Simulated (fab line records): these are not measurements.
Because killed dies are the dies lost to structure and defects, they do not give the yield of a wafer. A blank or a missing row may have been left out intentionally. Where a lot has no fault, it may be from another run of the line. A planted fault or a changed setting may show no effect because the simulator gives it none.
fab line records | flow gf180mcu | part 2 of 2: steps 25 to 34 of 34
record lots=5 | wafers=15 | lastDay=34
route steps=602 shown HV_LDD@195
lots untouched by any fault: they come from a run of this same line in which no faults occurred
startH: start of the lot's first displayed wafer, in hours after the record's first day | waitH: hours elapsed since this lot's preceding step | " unchanged from the row above | L1.1+2: several wafers, shown together as one row | - no value present, or no start provided | * or withheld: withheld | < > ~ a bound
route shown NAME@n: NAME is a module with steps in the file, n the number in the route of the first one | usual: the fault-free wafers' mean and standard deviation | same: alike in all rows | chamber/n: place in a boat | sites: per-site readings | _std_site: how widely they spread, as a standard deviation | _edge_site: inner sites' mean taken away from outer sites' mean | radiusMm: how far each site lies from the wafer's centre | mask NAME#n: copy n | behind: the most recent tool/chamber to have shaped the wafer | hold: the reason the lot was held/the length of the hold in hours/how it ended | device: transistor that didn't switch, given as n, p or np | end of line: tests run on the same wafers once the route is complete | a step without rows: its recipe alone | killed: dies lost to structure and defects at the first sort, not the wafer's yield | map: shows each die of a wafer: x if killed, . if not, _ if none is there
set.NAME: the setting that was run; set.NAME@STEP: the one run at that earlier step | model.NAME: the simulator's own value behind a step, which no gauge read
lots seen at some steps along the route; tables by step, rows by wafer
services: when a tool's chamber went out of use (startH, in hours from the record's first day, below 0 if earlier), for how many hours, and the reason
## steps
# step GF_HV_LDD_EXPOSE_43
# recipe maskId=Pplus_HV_AREA | targetCdNm=400 | na=0.6 | sourceShape=conventional | sigmaOuter=0.6 | doseMj=140
lot.wafer  | tool            | chamber | startH | waitH | mask
L076.1+4+5 | ilineStepper-01 | 0       | -      | -     | Pplus_HV_AREA#0
L091.1+3+4 | ilineStepper-02 | 0       | -      | -     | Pplus_HV_AREA#0
L094.3+4+6 | ilineStepper-01 | 0       | -      | -     | Pplus_HV_AREA#0
L093.2+5+6 | ilineStepper-01 | 0       | -      | -     | Pplus_HV_AREA#0
L096.1+3+5 | ilineStepper-01 | 0       | -      | -     | Pplus_HV_AREA#0
# step GF_HV_LDD_PEB_44
# recipe tempC=withheld | timeS=* | resist=NOVOLAK
# usual exhaustPa=44.8/0.92
lot.wafer | tool          | chamber | startH | waitH | exhaustPa
L076.1    | lithoTrack-02 | 0       | -      | -     | 45.2
L076.4    | "             | 0       | "      | "     | 44.1
L076.5    | "             | 0       | "      | "     | 44.2
L091.1    | lithoTrack-02 | 0       | -      | -     | 45.4
L091.3    | "             | 0       | "      | "     | 46.1
L091.4    | "             | 0       | "      | "     | 46.0
L094.3    | lithoTrack-02 | 0       | -      | -     | 44.7
L094.4    | "             | 0       | "      | "     | 44.7
L094.6    | "             | 0       | "      | "     | 45.3
L093.2    | lithoTrack-02 | 0       | -      | -     | 44.2
L093.5    | "             | 0       | "      | "     | 44.0
L093.6    | "             | 0       | "      | "     | 44.5
L096.1    | lithoTrack-02 | 0       | -      | -     | 45.2
L096.3    | "             | 0       | "      | "     | 43.8
L096.5    | "             | 0       | "      | "     | 44.3
# step GF_HV_LDD_DEVELOP_45
# recipe developTimeS=60 | devTempC=23
# usual exhaustPa=44.6/0.96
lot.wafer | tool          | chamber | startH | waitH | exhaustPa
L076.1    | lithoTrack-02 | 0       | 281.99 | 0.1   | 43.6
L076.4    | "             | 0       | "      | "     | 45.7
L076.5    | "             | 0       | "      | "     | 46.3
L091.1    | lithoTrack-02 | 0       | 414.53 | 0.1   | 44.7
L091.3    | "             | 0       | "      | "     | 45.8
L091.4    | "             | 0       | "      | "     | 45.4
L094.3    | lithoTrack-02 | 0       | 429.18 | 0.1   | 45.4
L094.4    | "             | 0       | "      | "     | 45.9
L094.6    | "             | 0       | "      | "     | 44.5
L093.2    | lithoTrack-02 | 0       | 435.66 | 0.1   | 44.7
L093.5    | "             | 0       | "      | "     | 43.8
L093.6    | "             | 0       | "      | "     | 45.7
L096.1    | lithoTrack-02 | 0       | 449.93 | 0.1   | 44.7
L096.3    | "             | 0       | "      | "     | 43.5
L096.5    | "             | 0       | "      | "     | 43.8
# step GF_HV_LDD_CD_MEAS_46
# recipe targetCdNm=400
# usual cdNm=399.4/2
lot.wafer | tool     | chamber | startH | waitH | cdNm
L076.1    | cdSem-02 | -       | 282.14 | 0.1   | 394.5
L076.4    | "        | -       | "      | "     | 396.6
L076.5    | "        | -       | "      | "     | 397.4
L091.1    | cdSem-02 | -       | 414.74 | 0.2   | 401.3
L091.3    | "        | -       | "      | "     | 399.9
L091.4    | "        | -       | "      | "     | 402.1
L094.3    | cdSem-02 | -       | 429.32 | 0.1   | 396.6
L094.4    | "        | -       | "      | "     | 399.0
L094.6    | "        | -       | "      | "     | 396.9
L093.2    | cdSem-01 | -       | 435.80 | 0.1   | 400.1
L093.5    | "        | -       | "      | "     | 399.2
L093.6    | "        | -       | "      | "     | 400.3
L096.1    | cdSem-01 | -       | 450.08 | 0.1   | 398.8
L096.3    | "        | -       | "      | "     | 399.6
L096.5    | "        | -       | "      | "     | 397.7
# step GF_HV_LDD_OVL_MEAS_47
# usual HV_LDD_03_OVL=-1.0/1.2
lot.wafer | tool       | chamber | startH | waitH | HV_LDD_03_OVL[nm]
L076.1    | overlay-01 | -       | 282.26 | 0.1   | -0.7
L076.4    | "          | -       | "      | "     | -1.0
L076.5    | "          | -       | "      | "     | 0.3
L091.1    | overlay-02 | -       | 414.86 | 0.1   | -3.6
L091.3    | "          | -       | "      | "     | -2.3
L091.4    | "          | -       | "      | "     | -2.8
L094.3    | overlay-01 | -       | 429.41 | 0.1   | -0.4
L094.4    | "          | -       | "      | "     | -1.2
L094.6    | "          | -       | "      | "     | 0.5
L093.2    | overlay-02 | -       | 435.91 | 0.1   | -1.6
L093.5    | "          | -       | "      | "     | -1.9
L093.6    | "          | -       | "      | "     | -0.9
L096.1    | overlay-01 | -       | 450.20 | 0.1   | -0.5
L096.3    | "          | -       | "      | "     | 0.1
L096.5    | "          | -       | "      | "     | 0.0
# step GF_HV_LDD_IMPLANT_48
# recipe species=B | energyKev=25 | doseCm2=3e+13 | tiltDeg=7
# usual endStationPressureTorr=5.17e-06/2.8e-07
lot.wafer | tool         | chamber | startH | waitH | endStationPressureTorr
L076.1    | implanter-03 | 0       | 282.29 | 0.0   | 5.44e-06
L076.4    | "            | 0       | "      | "     | 5.45e-06
L076.5    | "            | 0       | "      | "     | 5.19e-06
L091.1    | implanter-02 | 0       | 414.89 | 0.0   | 5.31e-06
L091.3    | "            | 0       | "      | "     | 5.56e-06
L091.4    | "            | 0       | "      | "     | 4.99e-06
L094.3    | implanter-02 | 0       | 429.49 | 0.1   | 5.07e-06
L094.4    | "            | 0       | "      | "     | 5.03e-06
L094.6    | "            | 0       | "      | "     | 5.57e-06
L093.2    | implanter-03 | 0       | 435.96 | 0.0   | 4.92e-06
L093.5    | "            | 0       | "      | "     | 5.11e-06
L093.6    | "            | 0       | "      | "     | 5.54e-06
L096.1    | implanter-01 | 0       | 450.24 | 0.0   | 4.74e-06
L096.3    | "            | 0       | "      | "     | 5.04e-06
L096.5    | "            | 0       | "      | "     | 5.66e-06
# step GF_HV_LDD_STRIP_49
# recipe chemistry=O2/N2 | powerW=1400 | pressureMtorr=1500 | platenTempC=250 | o2FlowSccm=3000 | n2FlowSccm=300 | overashFraction=0.5
# usual drypumpMotorCurrentA=5.51/0.15 | heaterPowerW=337/21 | oesProductAu=0.716/0.0054 | stripTimeToEndpointS=12.62/0.045
lot.wafer | tool           | chamber | startH | waitH | drypumpMotorCurrentA | heaterPowerW | oesProductAu | rfHoursCounterH | stripTimeToEndpointS
L076.1    | plasmaAsher-04 | 1       | 282.44 | 0.1   | 5.70                 | 316          | 0.722        | 64              | 12.69
L076.4    | "              | 0       | "      | "     | 5.24                 | 330          | 0.726        | -               | 12.67
L076.5    | "              | 0       | "      | "     | 5.26                 | 327          | 0.720        | -               | 12.72
L091.1    | plasmaAsher-01 | 0       | 415.04 | 0.1   | 5.44                 | 318          | 0.720        | 77              | 12.61
L091.3    | "              | 1       | "      | "     | 5.52                 | 363          | 0.722        | -               | 12.58
L091.4    | "              | 0       | "      | "     | 5.45                 | 320          | 0.722        | -               | 12.57
L094.3    | plasmaAsher-02 | 0       | 429.62 | 0.1   | 5.54                 | 354          | 0.711        | -               | 12.63
L094.4    | "              | 1       | "      | "     | 5.68                 | 340          | 0.719        | -               | 12.64
L094.6    | "              | 0       | "      | "     | 5.53                 | 342          | 0.713        | -               | 12.65
L093.2    | plasmaAsher-04 | 0       | 436.09 | 0.1   | 5.25                 | 331          | 0.718        | 80              | 12.52
L093.5    | "              | 1       | "      | "     | 5.67                 | 320          | 0.722        | -               | 12.55
L093.6    | "              | 0       | "      | "     | 5.26                 | 330          | 0.710        | -               | 12.56
L096.1    | plasmaAsher-04 | 0       | 450.39 | 0.1   | 5.23                 | 321          | 0.720        | 81              | 12.58
L096.3    | "              | 0       | "      | "     | 5.23                 | 331          | 0.709        | -               | 12.59
L096.5    | "              | 1       | "      | "     | 5.69                 | 323          | 0.710        | -               | 12.60
# step GF_HV_LDD_TW_MEAS_50
# usual HV_LDD_4_TW=569/3.2
lot.wafer | tool         | chamber | startH | waitH | HV_LDD_4_TW
L076.1    | filmMetro-04 | -       | 282.54 | 0.1   | 570
L076.4    | "            | -       | "      | "     | 569
L076.5    | "            | -       | "      | "     | 573
L091.1    | filmMetro-03 | -       | 415.14 | 0.1   | 568
L091.3    | "            | -       | "      | "     | 569
L091.4    | "            | -       | "      | "     | 567
L094.3    | filmMetro-04 | -       | 429.71 | 0.1   | 567
L094.4    | "            | -       | "      | "     | 570
L094.6    | "            | -       | "      | "     | 569
L093.2    | filmMetro-02 | -       | 436.20 | 0.1   | 566
L093.5    | "            | -       | "      | "     | 566
L093.6    | "            | -       | "      | "     | 567
L096.1    | filmMetro-04 | -       | 450.49 | 0.1   | 571
L096.3    | "            | -       | "      | "     | 571
L096.5    | "            | -       | "      | "     | 571
# step GF_HV_LDD_CLEAN_51
# recipe chemistry=SC1/SC2 | mix=1:4:20 | tempC=70 | timeS=150 | dry=n2Spin
# usual bathHeatDutyPct=13.3/1.5
lot.wafer | tool        | chamber | startH | waitH | bathHeatDutyPct
L076.1    | wetBench-03 | 1       | 282.60 | 0.1   | 16.1
L076.4    | "           | 1       | "      | "     | 14.6
L076.5    | "           | 1       | "      | "     | 17.2
L091.1    | wetBench-04 | 2       | 415.20 | 0.1   | 14.1
L091.3    | "           | 2       | "      | "     | 14.2
L091.4    | "           | 2       | "      | "     | 15.0
L094.3    | wetBench-03 | 1       | 429.75 | 0.0   | 16.9
L094.4    | "           | 1       | "      | "     | 14.3
L094.6    | "           | 1       | "      | "     | 15.5
L093.2    | wetBench-04 | 1       | 436.25 | 0.0   | 12.5
L093.5    | "           | 1       | "      | "     | 13.1
L093.6    | "           | 1       | "      | "     | 13.2
L096.1    | wetBench-01 | 2       | 450.55 | 0.1   | 12.7
L096.3    | "           | 2       | "      | "     | 13.3
L096.5    | "           | 2       | "      | "     | 13.6
# step GF_HV_LDD_RTA_52
# recipe tempC=1000 | timeS=10 | ambient=N2
# usual lampPowerPct=35/5.8 | wafer_temp_C_max=1005.4/1.4
lot.wafer | tool         | chamber | startH | waitH | lampPowerPct | wafer_temp_C_max
L076.1    | rtpAnneal-01 | 0       | 282.65 | 0.0   | 27           | 1005.4
L076.4    | "            | 0       | "      | "     | 27           | 1004.5
L076.5    | "            | 0       | "      | "     | 27           | 1008.4
L091.1    | rtpAnneal-02 | 0       | 415.25 | 0.0   | 39           | 1003.9
L091.3    | "            | 0       | "      | "     | 39           | 1005.1
L091.4    | "            | 0       | "      | "     | 39           | 1005.9
L094.3    | rtpAnneal-02 | 0       | 429.82 | 0.0   | 39           | 1005.7
L094.4    | "            | 0       | "      | "     | 39           | 1004.1
L094.6    | "            | 0       | "      | "     | 39           | 1004.3
L093.2    | rtpAnneal-02 | 0       | 436.31 | 0.0   | 39           | 1002.4
L093.5    | "            | 0       | "      | "     | 39           | 1003.9
L093.6    | "            | 0       | "      | "     | 39           | 1005.7
L096.1    | rtpAnneal-01 | 0       | 450.65 | 0.0   | 27           | 1005.3
L096.3    | "            | 0       | "      | "     | 27           | 1005.2
L096.5    | "            | 0       | "      | "     | 27           | 1006.1
## services
tool            | chamber | startH | hours | kind
plasmaAsher-01  | -       | 222.20 | 2.7   | pm
plasmaAsher-01  | -       | 225.64 | 0.6   | repair
ilineStepper-02 | -       | 230.74 | 1.7   | pm
rtpAnneal-02    | -       | 237.29 | 3.8   | pm
ilineStepper-01 | -       | 243.61 | 1.7   | pm
plasmaAsher-01  | -       | 275.85 | 1.6   | repair
implanter-02    | -       | 285.48 | 1.2   | repair
ilineStepper-01 | -       | 286.14 | 5.7   | repair
wetBench-04     | -       | 287.88 | 6.5   | repair
implanter-02    | -       | 298.81 | 0.6   | repair
implanter-01    | -       | 301.13 | 2.6   | repair
implanter-03    | -       | 309.31 | 2.2   | repair
plasmaAsher-02  | -       | 313.43 | 2.4   | repair
ilineStepper-01 | -       | 322.41 | 2.1   | pm
implanter-02    | -       | 324.07 | 12.5  | repair
implanter-02    | -       | 353.08 | 2.9   | repair
ilineStepper-02 | -       | 370.59 | 3.4   | repair
plasmaAsher-04  | -       | 383.14 | 1.4   | repair
plasmaAsher-04  | -       | 413.67 | 1.2   | repair
plasmaAsher-01  | -       | 421.25 | 9.0   | pm
ilineStepper-02 | -       | 428.13 | 8.9   | pm
implanter-02    | -       | 434.81 | 3.5   | pm
ilineStepper-02 | -       | 437.02 | 4.4   | pm
ilineStepper-02 | -       | 448.89 | 1.7   | pm
